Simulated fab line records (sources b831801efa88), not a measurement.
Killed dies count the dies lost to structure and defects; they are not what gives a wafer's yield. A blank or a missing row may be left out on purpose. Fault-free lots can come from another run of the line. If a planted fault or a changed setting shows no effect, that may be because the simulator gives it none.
A lot that was struck, set against a sound lot :: flow sfq_line :: 37 steps out of a route of 325
Sound: these wafers, L205.2, L205.4, L205.6. The struck wafers were L220.1, L220.5, L220.6. Last of all comes the cause.
At each step with rows: each side's tool, then ch and its chambers, then its first start. Under that, the readings that differ: sound wafers :: struck wafers :: difference of the means :: sigmas: that difference in standard deviations of wafers without a fault.
alike: a reading whose means differ by less than 2 such deviations, as well as words and numbers matching on both sides. not compared: withheld readings; readings where some wafer has no value; bounds like >300 that might hide an equal value; numbers whose values overlap and for which the record gives no deviation.
A row with sigmas, a row that says differs or no value, or rows on one side alone: a step with any of these is where the two part. Numbers that don't overlap but have no deviation are shown without sigmas and don't part them. Lack of a reading on every wafer of one side parts them only where that side has two or more wafers.

SFQ_R5_THK_MEAS_934: measures by xrf.
  sound: film_metro-02 at day 56 12:01; struck: film_metro-01 at day 60 03:37
reading: R5_MONX_THK (nm)
sound: 40.3 40.4 40.5
struck: 39.2 39.1 39.2
difference: -1.2
sigmas: -3
then, 6 steps without rows for these wafers: SFQ_TRILAYER_R5_LITHO_COAT_141 (resist thk 62 nm); SFQ_TRILAYER_R5_LITHO_COAT_136 (resist thk 600 nm); SFQ_TRILAYER_R5_LITHO_SOFTBAKE_140; SFQ_TRILAYER_R5_LITHO_EXPOSE_137 (exposes mask R5, target cd 500 nm); SFQ_TRILAYER_R5_LITHO_PEB_139 (peb time 60 s); SFQ_TRILAYER_R5_LITHO_DEVELOP_138 (time 60 s).
-- the record jumps here: 5 days lie between the struck wafers' starts before and after --
SFQ_R5_OVL_MEAS_935:
  sound: overlay-02 at day 62 07:56; struck: overlay-02 at day 65 11:19
  alike: R5_OVL
SFQ_TRILAYER_R5_BARC_OPEN_METAL_ETCH_177: etches BARC in O2, target depth 125 nm, time 41.7 s.
  sound on rie_metal-04 ch 0,1, day 62 07:58; struck on rie_metal-03 ch 0,1, day 65 11:22
  alike: drypump_motor_current_A, oes_product_au
  not compared: rf_hours_counter_h
then, 1 step without rows for these wafers: SFQ_TRILAYER_R5_ETCH_METAL_ETCH_139 (etches the open film in Cl2, stops on SiO2, target depth 60 nm, time 40 s).
SFQ_TRILAYER_R5_STRIP_STRIP_140: strips in O2.
  sound on rie_metal-04 ch 0,1, day 62 08:05; struck on rie_metal-03 ch 0,1, day 65 11:29
  alike: drypump_motor_current_A, oes_product_au
  not compared: rf_hours_counter_h
then, 1 step without rows for these wafers: SFQ_TRILAYER_R5_STRIP_SOLV_CLEAN_141 (cleans in NMP, time 600 s).
SFQ_TRILAYER_A5C_DEP_PECVD_142: deposits SiO2 from SiH4/N2O, time 15.556 s, target thk 70 nm.
  sound on pecvd-01 ch 0,1, day 62 08:51; struck on pecvd-01 ch 1,2, day 65 12:16
reading: rf_fwd_power_W (W)
sound: 181.0 180.7 179.8
struck: 150.9 151.5 149.3
difference: -29.9
sigmas: -27

reading: showerhead_vpp_V (V)
sound: 835 838 826
struck: 766 774 746
difference: -71
sigmas: -3

reading: model.SiO2_of_TRILAYER_A5C_DEP_PECVD_142.thk_nm (nm)
sound: 70.14 70.88 71.56
struck: 67.02 67.54 66.82
difference: -3.73
sigmas: 
  alike: heater_power_w, susceptor_temp_C, throttle_valve_pct
  not compared: since_wet_clean_h
then, 6 steps without rows for these wafers: SFQ_TRILAYER_I5_LITHO_COAT_149 (resist thk 62 nm); SFQ_TRILAYER_I5_LITHO_COAT_144 (resist thk 650 nm); SFQ_TRILAYER_I5_LITHO_SOFTBAKE_148; SFQ_TRILAYER_I5_LITHO_EXPOSE_145 (exposes mask I5, target cd 700 nm); SFQ_TRILAYER_I5_LITHO_PEB_147 (peb time 60 s); SFQ_TRILAYER_I5_LITHO_DEVELOP_146 (time 60 s).
-- the record jumps here: 5 days lie between the struck wafers' starts before and after --
SFQ_I5_OVL_MEAS_936:
  sound: overlay-02 at day 67 11:45; struck: overlay-01 at day 70 01:56
  alike: I5_OVL
then, 2 steps without rows for these wafers: SFQ_TRILAYER_I5_BARC_OPEN_VIA_ETCH_200 (etches BARC in O2, target depth 125 nm, time 41.7 s); SFQ_TRILAYER_I5_ETCH_VIA_ETCH_147 (etches the open film in CHF3, stops on Nb, target depth 360 nm).
SFQ_TRILAYER_I5_STRIP_STRIP_148: strips in O2.
  sound on rie_metal-04 ch 0,1, day 67 11:58; struck on rie_metal-01 ch 0,1, day 70 02:10
  alike: drypump_motor_current_A, oes_product_au
  not compared: rf_hours_counter_h
then, 7 steps without rows for these wafers: SFQ_TRILAYER_I5_STRIP_SOLV_CLEAN_149 (cleans in NMP, time 600 s); SFQ_TRILAYER_C5_LITHO_COAT_156 (resist thk 62 nm); SFQ_TRILAYER_C5_LITHO_COAT_151 (resist thk 650 nm); SFQ_TRILAYER_C5_LITHO_SOFTBAKE_155; SFQ_TRILAYER_C5_LITHO_EXPOSE_152 (exposes mask C5, target cd 500 nm); SFQ_TRILAYER_C5_LITHO_PEB_154 (peb time 60 s); SFQ_TRILAYER_C5_LITHO_DEVELOP_153 (time 60 s).
-- the record jumps here: 4 days lie between the struck wafers' starts before and after --
SFQ_C5_OVL_MEAS_937:
  sound: overlay-01 at day 72 15:34; struck: overlay-02 at day 74 13:17
  alike: C5_OVL
then, 1 step without rows for these wafers: SFQ_TRILAYER_C5_BARC_OPEN_VIA_ETCH_210 (etches BARC in O2, target depth 125 nm, time 41.7 s).
SFQ_TRILAYER_C5_ETCH_VIA_ETCH_154: etches SiO2 in CHF3, stops on Nb, target depth 84 nm.
  sound on rie_diel-02 ch 0,1, day 72 15:38; struck on rie_diel-02 ch 2,3, day 74 13:22
reading: oes_product_au (a.u.)
sound: 0.897 0.898 0.907
struck: 0.874 0.875 0.866
difference: -0.029
sigmas: -3

reading: model.etch.depth_nm (nm)
sound: 70.14 70.88 71.56
struck: 67.02 67.54 66.82
difference: -3.73
sigmas: 

reading: model.C5.feature_depth_nm (nm)
sound: 70.14 70.88 71.56
struck: 67.02 67.54 66.82
difference: -3.73
sigmas: 
  alike: drypump_motor_current_A
SFQ_TRILAYER_C5_STRIP_STRIP_155: strips in O2.
  sound on rie_metal-01 ch 0,1, day 72 15:41; struck on rie_metal-02 ch 0,1, day 74 13:25
  alike: drypump_motor_current_A, oes_product_au
  not compared: rf_hours_counter_h
then, 1 step without rows for these wafers: SFQ_TRILAYER_C5_STRIP_SOLV_CLEAN_156 (cleans in NMP, time 600 s).
SFQ_TRILAYER_M6_DEP_PRE_CLEAN_158: time 22.5 s.
  sound: pvd_sputter-03 at day 72 16:28; struck: pvd_sputter-05 at day 74 14:12
reading: model.SiO2_of_TRILAYER_A5C_DEP_PECVD_142.thk_nm (nm)
sound: 62.64 63.38 64.06
struck: 59.52 60.05 59.32
difference: -3.73
sigmas: 
SFQ_TRILAYER_M6_DEP_SPUTTER_157: material Nb, target thk 200 nm, time 133.3 s.
  sound: pvd_sputter-03 at day 72 16:30; struck: pvd_sputter-05 at day 74 14:14
  alike: throttle_valve_pct

## WHERE THEY PART
At SFQ_R5_THK_MEAS_934 first; at SFQ_TRILAYER_C5_ETCH_VIA_ETCH_154 last (within this record only). Later steps at which nothing parts them and some readings are alike: SFQ_TRILAYER_C5_STRIP_STRIP_155, SFQ_TRILAYER_M6_DEP_SPUTTER_157.

WHY: what had been put in by the simulator
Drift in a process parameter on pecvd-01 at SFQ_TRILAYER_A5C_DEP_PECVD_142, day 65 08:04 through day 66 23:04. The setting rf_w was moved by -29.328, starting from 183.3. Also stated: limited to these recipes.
